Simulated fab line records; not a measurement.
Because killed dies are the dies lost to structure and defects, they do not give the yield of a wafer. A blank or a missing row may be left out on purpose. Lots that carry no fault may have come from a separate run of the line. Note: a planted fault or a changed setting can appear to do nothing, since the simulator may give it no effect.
Problem report, 8D (eight disciplines) form, completed by code | flow sky130 | the parts of the form that need people (team, actions taken, sign-off) are left out

== 1. WHAT IS WRONG ==
ramp down c per s at SKY_SD_N_RTA_14 reads a mean of 36.005 on 6 wafers of 2 lots; wafers without a fault read 90.000 with a standard deviation of 0.016. That is -99 or more standard deviations from the usual mean.
The step: time 2 s.
First seen on wafer L249.1, day 33 14:04, on rtp anneal-02. The record holds 18 wafers of 6 lots with a number at this step. By rule, "out" or "out of limits" means more than 4 standard deviations away from the usual mean. The rest of the wafers with a number are treated as sound.

== 2. WHAT IT IS; WHAT IT IS NOT ==
question                    | is                     | is not
which readings at this step | ramp down c per s      | wafer_temp_C_max
which lots                  | L249, L252             | L238, L240, L255, L259
which wafers of those lots  | all that have a number | -
read on which tools         | rtp anneal-02          | rtp anneal-01
when                        | from day 33 14:04      | up to then (6 sound wafers); but 6 sound wafers of L255, L259 came after

== 3. SUSPECTS, AND WHAT RULES EACH OUT ==
Counting: a tool at a process step up to the reading stays a suspect if it ran every lot that is out and no sound lot after the first of them.
- plasma asher-03 at SKY_SD_N_STRIP_11 (strips in O2/N2): ruled out as a lasting fault. After its first lot that is out, L249 (day 33 13:50), sound lots L259 ran on it.
- rtp anneal-02 at SKY_SD_N_RTA_14 (time 2 s): kept. It ran every lot that is out, first L249 (day 33 14:04), and no sound lot after that; its last sound lot up to then is L240 (day 30 02:42). Out on those wafers are its own readings of ramp down c per s.
After counting, what remains is rtp anneal-02 at SKY_SD_N_RTA_14.

== 4. THE CAUSE (what the simulator had put in) ==
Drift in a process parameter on rtp anneal-02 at SKY_SD_N_RTA_14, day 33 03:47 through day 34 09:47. Setting ramp down c per s, moved by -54, from 90. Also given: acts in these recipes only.
The count eliminated every tool but this one.

== 5. SEQUENCE OF EFFECTS, ordered by route ==
One row per reading whose mean, taken over the struck wafers that have a number, lies over 3 standard deviations from the usual. Only readings whose record carries a usual standard deviation are examined. hours: median over the lots of the time between each lot's start at the first step of this table that gives one and its start at this step. sigmas: the change, counted in usual standard deviations.
hours | step            | reading           | usual  | on struck wafers | change  | sigmas
0     | SKY_SD_N_RTA_14 | ramp down c per s | 90.000 | 36.005           | -53.995 | -99 or more
Here are the process steps it includes:
- SKY_SD_N_RTA_14: time 2 s.

== 6. HOW IT WOULD HAVE BEEN CAUGHT EARLIER ==
10 hours passed between the start of the fault at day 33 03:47 and the first reading out of limits in this record, taken at day 33 14:04.
